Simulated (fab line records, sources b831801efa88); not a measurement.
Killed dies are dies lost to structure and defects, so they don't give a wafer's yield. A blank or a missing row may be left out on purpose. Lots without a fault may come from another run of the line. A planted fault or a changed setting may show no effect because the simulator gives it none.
fab line records | flow gf180mcu
record lots=6 wafers=18 last_day=34
route steps=602 shown SAB@277 SALICIDE@278 CONTACT@287
lots that met no fault: from a run of the same line without faults
start_h: hours from the record's first day to the start of the lot's first wafer shown | wait_h: hours since the lot's step before | " the same as in the row above | L1.1+2: a row that stands for several wafers | - no value, or no start given | * or withheld: withheld | < > ~ a bound
route shown NAME@n: a module of which the file shows steps, and the number in the route of the first | usual: mean/standard deviation of fault-free wafers | same: alike in all rows | chamber/n: place in a boat | sites: the reading at each site | _std_site: their standard deviation | _edge_site: outer sites' mean less inner sites' | radius_mm: how far each site lies from the wafer's centre | mask NAME#n: copy n | behind: the tool/chamber that last shaped the wafer | hold: why the lot was held/for how many hours/how that ended | device: the transistor (n, p or np) that didn't switch | end of line: the same wafers' tests at the end of the route | a step without rows: its recipe alone | killed: dies lost to structure and defects at the first sort, not the wafer's yield | map: a wafer's dies, x killed, . not, _ none there
set.NAME: the setting as run; set.NAME@STEP: as run at that earlier step | model.NAME: the simulator's own value behind a step, which no gauge read
lots at some steps of the route; a table a step, a row a wafer
services: from which hour (start_h, from the record's first day; less than 0 if before it) a tool's chamber was out of use, for how many hours, and why
## steps
# step GF_SAB_STRIP_13
# recipe chemistry=O2/N2 power_w=1400 pressure_mtorr=1500 platen_temp_c=250 o2_flow_sccm=3000 n2_flow_sccm=300 overash_fraction=0.5
# usual drypump_motor_current_A=5.8/0.49 heater_power_w=343/8.9 oes_product_au=0.710/0.0047 strip_time_to_endpoint_s=12.62/0.039
# columns lot.wafer tool chamber start_h wait_h drypump_motor_current_A heater_power_w oes_product_au rf_hours_counter_h strip_time_to_endpoint_s
L168.1 plasma_asher-02 1 380.63 0.0 6.1 340 0.709 57 12.65
L168.2 " 0 " " 6.5 346 0.713 57 12.64
L168.4 " 0 " " 6.5 344 0.721 - 12.61
L170.2 plasma_asher-02 1 405.04 0.0 6.1 335 0.719 59 12.61
L170.4 " 1 " " 6.1 349 0.708 - 12.61
L170.6 " 0 " " 6.5 359 0.717 - 12.57
L174.2 plasma_asher-02 1 434.08 0.0 6.1 345 0.715 63 12.62
L174.3 " 1 " " 6.1 347 0.707 - 12.63
L174.5 " 1 " " 6.1 333 0.710 - 12.65
L175.2 plasma_asher-04 0 443.30 0.0 5.7 333 0.707 81 12.59
L175.3 " 1 " " 5.1 333 0.711 - 12.61
L175.4 " 0 " " 5.7 343 0.704 - 12.62
L182.2 plasma_asher-02 0 502.21 0.0 6.5 347 0.718 70 12.62
L182.5 " 0 " " 6.5 347 0.710 - 12.61
L182.6 " 1 " " 6.1 338 0.715 - 12.62
L186.3 plasma_asher-01 0 537.51 0.0 6.0 337 0.704 - 12.68
L186.4 " 1 " " 6.2 353 0.712 - 12.72
L186.5 " 0 " " 6.0 345 0.718 - 12.74
# step GF_SALICIDE_CLEAN_00
# recipe chemistry=SC1/SC2 mix=1:4:20 temp_c=70 time_s=150
# step GF_SALICIDE_WET_ETCH_01
# recipe chemistry=dHF target_depth_nm=5 dry=ipa_marangoni target=SiO2 temp_c=25 dilution=100:1 time_s=100
# step GF_SALICIDE_SPUTTER_02
# recipe material=Co target_thk_nm=10 power_w=1000 time_s=20 chamber_pressure_pa=0.4
# usual throttle_valve_pct=29.7/0.6
# columns lot.wafer tool chamber start_h wait_h throttle_valve_pct
L168.1 pvd_sputter-03 - 380.81 0.0 29.5
L168.2 " - " " 30.0
L168.4 " - " " 29.1
L170.2 pvd_sputter-02 - 405.28 0.0 30.0
L170.4 " - " " 28.8
L170.6 " - " " 28.9
L174.2 pvd_sputter-03 - 434.34 0.0 29.1
L174.3 " - " " 29.9
L174.5 " - " " 29.3
L175.2 pvd_sputter-03 - 443.49 0.0 30.2
L175.3 " - " " 29.4
L175.4 " - " " 29.6
L182.2 pvd_sputter-03 - 502.44 0.0 30.5
L182.5 " - " " 29.7
L182.6 " - " " 29.4
L186.3 pvd_sputter-02 - 537.67 0.0 29.1
L186.4 " - " " 31.1
L186.5 " - " " 28.6
# step GF_SALICIDE_SPUTTER_03
# recipe material=TiN target_thk_nm=20 power_w=6500 time_s=16.7 chamber_pressure_pa=0.4
# usual throttle_valve_pct=29.7/0.6
# columns lot.wafer tool chamber start_h wait_h throttle_valve_pct
L168.1 pvd_sputter-03 - 380.84 0.0 29.6
L168.2 " - " " 30.0
L168.4 " - " " 29.1
L170.2 pvd_sputter-02 - 405.31 0.0 29.9
L170.4 " - " " 28.9
L170.6 " - " " 28.5
L174.2 pvd_sputter-03 - 434.36 0.0 29.3
L174.3 " - " " 29.8
L174.5 " - " " 29.1
L175.2 pvd_sputter-03 - 443.52 0.0 30.3
L175.3 " - " " 29.2
L175.4 " - " " 29.6
L182.2 pvd_sputter-03 - 502.47 0.0 30.1
L182.5 " - " " 29.7
L182.6 " - " " 29.2
L186.3 pvd_sputter-02 - 537.69 0.0 28.5
L186.4 " - " " 30.9
L186.5 " - " " 28.8
# step GF_SALICIDE_RS_MEAS_04
# recipe thk_meas_gauge=four-point-probe reads=TiN_of_SALICIDE_SPUTTER_03+Co_of_SALICIDE_SPUTTER_02
# usual SALICIDE_TIN_RS=16.4/0.32
# columns lot.wafer tool chamber start_h wait_h SALICIDE_TIN_RS[ohm/sq]
L168.1 film_metro-04 - 380.87 0.0 16.7
L168.2 " - " " 16.7
L168.4 " - " " 16.6
L170.2 film_metro-01 - 405.36 0.0 16.1
L170.4 " - " " 15.9
L170.6 " - " " 15.7
L174.2 film_metro-01 - 434.41 0.0 16.7
L174.3 " - " " 16.5
L174.5 " - " " 16.5
L175.2 film_metro-03 - 443.56 0.0 16.9
L175.3 " - " " 16.8
L175.4 " - " " 16.8
L182.2 film_metro-03 - 502.51 0.0 16.5
L182.5 " - " " 16.6
L182.6 " - " " 16.2
L186.3 film_metro-03 - 537.76 0.1 16.0
L186.4 " - " " 16.8
L186.5 " - " " 15.9
# step GF_SALICIDE_THK_MEAS_05
# recipe thk_meas_gauge=xrf reads=TiN_of_SALICIDE_SPUTTER_03
# usual SALICIDE_TIN_THK=19.9/0.31
# columns lot.wafer tool chamber start_h wait_h SALICIDE_TIN_THK[nm]
L168.1 film_metro-04 - 380.99 0.1 19.7
L168.2 " - " " 19.5
L168.4 " - " " 19.5
L170.2 film_metro-01 - 405.47 0.1 20.5
L170.4 " - " " 20.4
L170.6 " - " " 20.4
L174.2 film_metro-01 - 434.52 0.1 19.9
L174.3 " - " " 20.3
L174.5 " - " " 19.8
L175.2 film_metro-03 - 443.67 0.1 20.0
L175.3 " - " " 20.1
L175.4 " - " " 20.0
L182.2 film_metro-03 - 502.62 0.1 19.6
L182.5 " - " " 19.8
L182.6 " - " " 19.7
L186.3 film_metro-03 - 537.86 0.1 19.4
L186.4 " - " " 19.8
L186.5 " - " " 19.4
# step GF_SALICIDE_RTA_06
# recipe temp_c=530 time_s=30 ambient=N2
# usual anneal_temp_c_max=532.0/0.39 lamp_power_pct=6.54/0.24 wafer_temp_C_max=533.1/0.63
# columns lot.wafer tool chamber start_h wait_h anneal_temp_c_max lamp_power_pct wafer_temp_C_max
L168.1 rtp_anneal-02 0 381.05 0.1 532.3 6.72 534.1
L168.2 " 0 " " 532.7 6.72 532.4
L168.4 " 0 " " 532.2 6.73 532.2
L170.2 rtp_anneal-01 0 405.53 0.1 531.9 6.23 533.7
L170.4 " 0 " " 531.3 6.21 532.7
L170.6 " 0 " " 531.1 6.23 532.6
L174.2 rtp_anneal-01 0 434.59 0.1 531.8 6.24 535.1
L174.3 " 0 " " 531.9 6.23 534.0
L174.5 " 0 " " 531.6 6.23 532.2
L175.2 rtp_anneal-02 0 443.74 0.1 532.3 6.73 533.5
L175.3 " 0 " " 531.8 6.72 533.6
L175.4 " 0 " " 531.6 6.72 533.8
L182.2 rtp_anneal-02 0 502.69 0.1 532.2 6.73 533.8
L182.5 " 0 " " 532.7 6.72 532.5
L182.6 " 0 " " 532.2 6.72 534.2
L186.3 rtp_anneal-02 0 537.93 0.1 532.5 6.73 532.9
L186.4 " 0 " " 532.5 6.71 533.2
L186.5 " 0 " " 531.8 6.72 532.8
# step GF_SALICIDE_WET_ETCH_07
# recipe chemistry=SPM target_depth_nm=120 dry=n2_spin
# step GF_SALICIDE_RTA_08
# recipe temp_c=800 time_s=30 ambient=N2
# usual anneal_temp_c_max=802.9/0.62 lamp_power_pct=18.2/0.66 wafer_temp_C_max=804.8/0.87
# columns lot.wafer tool chamber start_h wait_h anneal_temp_c_max lamp_power_pct wafer_temp_C_max
L168.1 rtp_anneal-01 0 381.24 0.0 802.5 17.3 803.3
L168.2 " 0 " " 802.4 17.3 804.4
L168.4 " 0 " " 803.3 17.3 804.5
L170.2 rtp_anneal-02 0 405.73 0.0 802.7 18.7 804.2
L170.4 " 0 " " 803.7 18.7 806.4
L170.6 " 0 " " 802.5 18.7 806.0
L174.2 rtp_anneal-02 0 434.78 0.0 802.0 18.7 807.4
L174.3 " 0 " " 803.7 18.7 804.6
L174.5 " 0 " " 802.6 18.7 804.7
L175.2 rtp_anneal-01 0 443.94 0.0 802.4 17.3 804.9
L175.3 " 0 " " 802.2 17.3 804.2
L175.4 " 0 " " 803.1 17.3 803.3
L182.2 rtp_anneal-02 0 502.89 0.0 803.2 18.7 804.4
L182.5 " 0 " " 803.4 18.7 805.1
L182.6 " 0 " " 804.4 18.7 805.1
L186.3 rtp_anneal-02 0 538.13 0.0 803.9 18.7 804.8
L186.4 " 0 " " 802.8 18.6 804.3
L186.5 " 0 " " 803.2 18.6 804.5
# step GF_CONTACT_CVD_00
# recipe material=SiO2 target_thk_nm=300 sigma_open_frac=0.3 temp_c=400 time_s=50 sih4_flow_sccm=60 pressure_mtorr=6
# step GF_CONTACT_THK_MEAS_01
# recipe reads=SiO2_of_CONTACT_CVD_00
# usual CONTACT_CVD_00_THK=299/3.6
# columns lot.wafer tool chamber start_h wait_h CONTACT_CVD_00_THK[nm]
L168.1 film_metro-02 - 381.38 0.0 302
L168.2 " - " " 297
L168.4 " - " " 300
L170.2 film_metro-02 - 405.87 0.0 303
L170.4 " - " " 300
L170.6 " - " " 305
L174.2 film_metro-02 - 434.92 0.0 294
L174.3 " - " " 299
L174.5 " - " " 297
L175.2 film_metro-01 - 444.08 0.0 301
L175.3 " - " " 302
L175.4 " - " " 300
L182.2 film_metro-01 - 503.03 0.0 291
L182.5 " - " " 292
L182.6 " - " " 295
L186.3 film_metro-02 - 538.26 0.0 296
L186.4 " - " " 299
L186.5 " - " " 295
# step GF_CONTACT_CVD_02
# recipe material=SiO2 target_thk_nm=860 precursor=TEOS temp_c=400 time_s=95.992 rf_w=600
# usual heater_power_w=676/98
# columns lot.wafer tool chamber start_h wait_h heater_power_w model.SiO2_of_CONTACT_CVD_02.thk_nm
L168.1 pecvd-04 2 381.44 0.1 700 864
L168.2 " 0 " " 651 846
L168.4 " 1 " " 539 882.2
L170.2 pecvd-04 1 405.92 0.0 564 846.8
L170.4 " 1 " " 608 850.4
L170.6 " 0 " " 558 865.6
L174.2 pecvd-04 0 434.97 0.0 691 1299
L174.3 " 2 " " 711 859.2
L174.5 " 2 " " 736 1335
L175.2 pecvd-04 2 444.13 0.0 687 1327
L175.3 " 1 " " 611 868.6
L175.4 " 0 " " 552 1329
L182.2 pecvd-03 2 503.08 0.0 814 858
L182.5 " 0 " " 545 878
L182.6 " 1 " " 816 870.6
L186.3 pecvd-03 1 538.33 0.1 657 863.9
L186.4 " 0 " " 592 870.2
L186.5 " 1 " " 730 870.1
# step GF_CONTACT_THK_MEAS_03
# recipe reads=SiO2_of_CONTACT_CVD_02
# usual CONTACT_CVD_02_THK=861/9.9
# columns lot.wafer tool chamber start_h wait_h CONTACT_CVD_02_THK[nm]
L168.1 film_metro-01 - 381.51 0.0 864
L168.2 " - " " 846
L168.4 " - " " 882
L170.2 film_metro-01 - 406.04 0.1 846
L170.4 " - " " 850
L170.6 " - " " 866
L174.2 film_metro-02 - 435.09 0.1 1300
L174.3 " - " " 859
L174.5 " - " " 1335
L175.2 film_metro-01 - 444.21 0.0 1327
L175.3 " - " " 868
L175.4 " - " " 1329
L182.2 film_metro-03 - 503.16 0.0 858
L182.5 " - " " 878
L182.6 " - " " 870
L186.3 film_metro-01 - 538.42 0.1 863
L186.4 " - " " 870
L186.5 " - " " 870
# step GF_CONTACT_CMP_04
# recipe material=SiO2 down_force_psi=4 platen_rpm=60 pad_velocity_m_s=0.94248
# usual motor_current_A=12.2/1.7 slurry_flow_ml_min=150.1/0.48 time_to_endpoint_s=111/6.2
# columns lot.wafer tool chamber start_h wait_h motor_current_A slurry_flow_ml_min time_to_endpoint_s
L168.4 cmp-02 3 381.57 0.0 11.1 149.5 109
L168.1 " 1 " " 13.6 149.8 110
L168.2 " 2 " " 15.6 149.5 106
L170.4 cmp-02 1 408.97 2.9 13.0 149.8 106
L170.2 " 2 " " 15.0 150.8 110
L170.6 " 0 " " 11.8 150.7 115
L174.3 cmp-01 2 435.24 0.1 11.4 150.1 107
L174.2 " 3 " " 10.6 149.6 278
L174.5 " 1 " " 9.9 150.3 305
L175.2 cmp-02 0 444.31 0.1 11.6 150.0 283
L175.4 " 1 " " 13.3 150.0 279
L175.3 " 2 " " 15.6 149.2 117
L182.2 cmp-01 3 503.31 0.1 10.5 150.6 111
L182.6 " 1 " " 9.9 150.3 127
L182.5 " 2 " " 12.0 151.1 116
L186.3 cmp-02 3 538.56 0.1 10.8 150.3 105
L186.4 " 0 " " 12.2 150.3 115
L186.5 " 2 " " 15.1 149.8 115
# step GF_CONTACT_BOW_MEAS_05
# recipe mode=bow
# usual CONTACT_BOW=66/6.7
# columns lot.wafer tool chamber start_h wait_h CONTACT_BOW[um]
L168.1 film_metro-01 - 381.87 0.1 65
L168.2 " - " " 69
L168.4 " - " " 51
L170.2 film_metro-03 - 409.19 0.1 63
L170.4 " - " " 61
L170.6 " - " " 67
L174.2 film_metro-03 - 435.46 0.1 60
L174.3 " - " " 57
L174.5 " - " " 68
L175.2 film_metro-03 - 444.58 0.2 77
L175.3 " - " " 59
L175.4 " - " " 66
L182.2 film_metro-02 - 503.53 0.2 67
L182.5 " - " " 69
L182.6 " - " " 77
L186.3 film_metro-02 - 538.80 0.2 67
L186.4 " - " " 72
L186.5 " - " " 57
## services
# columns tool chamber start_h hours kind
plasma_asher-01 - 363.94 2.2 repair
cmp-01 - 367.77 3.6 pm
pecvd-03 - 369.06 14.0 pm
cmp-02 - 376.52 3.6 repair
cmp-02 - 404.27 4.0 pm
cmp-01 - 405.36 3.6 repair
pecvd-04 2 405.72 15.7 repair
cmp-02 - 408.27 - consumable_replace:conditioner
pecvd-03 - 415.14 1.2 repair
plasma_asher-01 - 421.25 9.0 pm
cmp-01 - 427.27 2.4 repair
pvd_sputter-02 - 434.29 0.6 repair
pecvd-03 2 447.59 7.7 repair
pecvd-03 1 448.44 3.7 repair
cmp-01 - 451.44 3.9 repair
pecvd-04 - 452.26 1.4 repair
cmp-01 - 455.34 6.7 pm
pecvd-04 - 484.79 0.3 repair
pecvd-03 - 488.24 0.5 repair
rtp_anneal-01 - 502.26 64.8 pm
cmp-01 - 511.30 1.7 repair
pecvd-04 - 529.96 1.8 repair
plasma_asher-01 - 534.04 2.5 repair
pecvd-03 2 536.96 20.8 repair
## key
first_sign step=GF_CONTACT_THK_MEAS_03 reading=CONTACT_CVD_02_THK direction=up sigmas=47 usual=861 struck=1323
effect step=GF_CONTACT_CMP_04 reading=time_to_endpoint_s direction=up sigmas=28 usual=* struck=*
model_effect step=GF_CONTACT_CVD_02 value=SiO2_of_CONTACT_CVD_02.thk_nm without=869 struck=1322
met_at GF_CONTACT_CVD_02
struck_wafers L174.2,L174.5,L175.2,L175.4
tester_left_out L174,L175
onset_between 405.92 434.97
fault kind=process_parameter_drift tool=pecvd-04 chamber=- onset_h=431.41 steps=GF_CONTACT_CVD_02 channel=target_thk_nm offset=453.42 shape=step end_h=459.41 scope=struck_wafers_only acts_in=these_recipes_only stated=860
# tester_left_out: of these lots the tester's yield and bins aren't shown, on N5 and GAA mostly nor the transistor test; their killed dies are dies lost to structure and defects alone, not to doping, threshold or leakage, so they don't give the yield
